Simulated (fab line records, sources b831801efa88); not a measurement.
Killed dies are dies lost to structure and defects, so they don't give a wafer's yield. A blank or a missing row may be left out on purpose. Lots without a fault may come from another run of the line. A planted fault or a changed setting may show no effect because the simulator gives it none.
Which tool did it? | flow sky130 | 11 lots, 33 wafers sampled, at 5 steps of a route of 708

WHAT THE GAUGES READ, wafer by wafer
SKY_METAL5_RS_MEAS_05: measures by four-point-probe.
lot  | measured     | on            | METAL5_ALCU_RS (ohm/sq)
L655 | day 42 13:51 | film_metro-02 | 0.0273 0.0275 0.0274
L656 | day 42 19:22 | film_metro-03 | 0.0272 0.0272 0.0273
L660 | day 44 07:22 | film_metro-02 | 0.0275 0.0274 0.0274
L663 | day 45 06:30 | film_metro-02 | 0.0273 0.0272 0.0271
L661 | day 45 06:59 | film_metro-01 | 0.0277 0.0277 0.0277
L670 | day 46 23:46 | film_metro-02 | 0.0269 0.0267 0.0270
L672 | day 47 08:16 | film_metro-03 | 0.0273 0.0272 0.0274
L673 | day 47 17:23 | film_metro-01 | 0.0265 0.0269 0.0270
L674 | day 47 22:35 | film_metro-03 | 0.0271 0.0271 0.0271
L676 | day 48 11:19 | film_metro-03 | 0.0273 0.0277 0.0274
L678 | day 48 12:44 | film_metro-03 | 0.0267 0.0269 0.0268

WHICH TOOL RAN EACH LOT (tool, then ch and the chambers of the sampled wafers, then the start)
lot  | SKY_METAL4_ETCH_17                 | SKY_VIA4_COAT_06                  | SKY_VIA4_STRIP_13                    | SKY_METAL5_SPUTTER_02
L655 | rie_diel-01 ch 1,2, day 41 11:37   | litho_track-04 ch 0, day 42 00:47 | plasma_asher-04 ch 0,1, day 42 12:23 | pvd_sputter-02, day 42 13:44
L656 | rie_diel-02 ch 2,3, day 41 17:07   | litho_track-04 ch 0, day 42 06:26 | plasma_asher-04 ch 0,1, day 42 17:52 | pvd_sputter-04, day 42 19:16
L660 | rie_diel-01 ch 1,2,3, day 43 06:25 | litho_track-04 ch 0, day 43 18:50 | plasma_asher-02 ch 0,1, day 44 05:54 | pvd_sputter-03, day 44 07:14
L663 | rie_diel-02 ch 2,3, day 44 05:22   | litho_track-01 ch 0, day 44 17:47 | plasma_asher-02 ch 0,1, day 45 05:00 | pvd_sputter-04, day 45 06:22
L661 | rie_diel-02 ch 2,3, day 44 06:10   | litho_track-03 ch 0, day 44 18:08 | plasma_asher-03 ch 0,1, day 45 05:30 | pvd_sputter-02, day 45 06:50
L670 | rie_diel-03 ch 1,3, day 46 01:39   | litho_track-04 ch 0, day 46 12:28 | plasma_asher-03 ch 0,1, day 46 22:17 | pvd_sputter-04, day 46 23:37
L672 | rie_diel-02 ch 0,2,3, day 46 09:43 | litho_track-04 ch 0, day 46 20:32 | plasma_asher-04 ch 0,1, day 47 06:37 | pvd_sputter-03, day 47 08:06
L673 | rie_diel-03 ch 0,3, day 46 19:01   | litho_track-03 ch 0, day 47 05:55 | plasma_asher-04 ch 1, day 47 15:54   | pvd_sputter-04, day 47 17:15
L674 | rie_diel-02 ch 0,1, day 46 23:57   | litho_track-03 ch 0, day 47 10:58 | plasma_asher-02 ch 1, day 47 21:07   | pvd_sputter-02, day 47 22:27
L676 | rie_diel-03 ch 1,2,3, day 47 12:49 | litho_track-03 ch 0, day 47 23:50 | plasma_asher-03 ch 1, day 48 09:50   | pvd_sputter-03, day 48 11:12
L678 | rie_diel-01 ch 0,2,3, day 47 14:24 | litho_track-03 ch 0, day 48 01:47 | plasma_asher-04 ch 0,1, day 48 11:15 | pvd_sputter-03, day 48 12:37
- SKY_METAL4_ETCH_17: etches SiO2 in C4F8/O2/Ar, stops on TiN, time 3.9 s, target depth 15 nm.
- SKY_VIA4_COAT_06: resist thk 1140 nm.
- SKY_VIA4_STRIP_13: strips in O2/N2.
- SKY_METAL5_SPUTTER_02: material AlCu, target thk 1150 nm, time 61.2 s.

THE ANSWER, worked out from the rows above alone
Rule: what is usual is taken from the lots themselves. Put in order of their means at a reading, lots are off if they are a third of the lots or fewer, leave a main group of 4 or more, and stand apart from it by a gap of 3 or more times the standard deviation of the main group's means; of several such gaps the widest counts. A main group whose means are all the same, to the digits that the tables above print for the reading, isn't used. A lot without any number at a reading at which 4 lots or more have one is off too. The other lots that the step has rows for count as sound.
No lot is off at any reading shown: from this, nothing can be told.

WHAT THE SIMULATOR HAD PUT IN
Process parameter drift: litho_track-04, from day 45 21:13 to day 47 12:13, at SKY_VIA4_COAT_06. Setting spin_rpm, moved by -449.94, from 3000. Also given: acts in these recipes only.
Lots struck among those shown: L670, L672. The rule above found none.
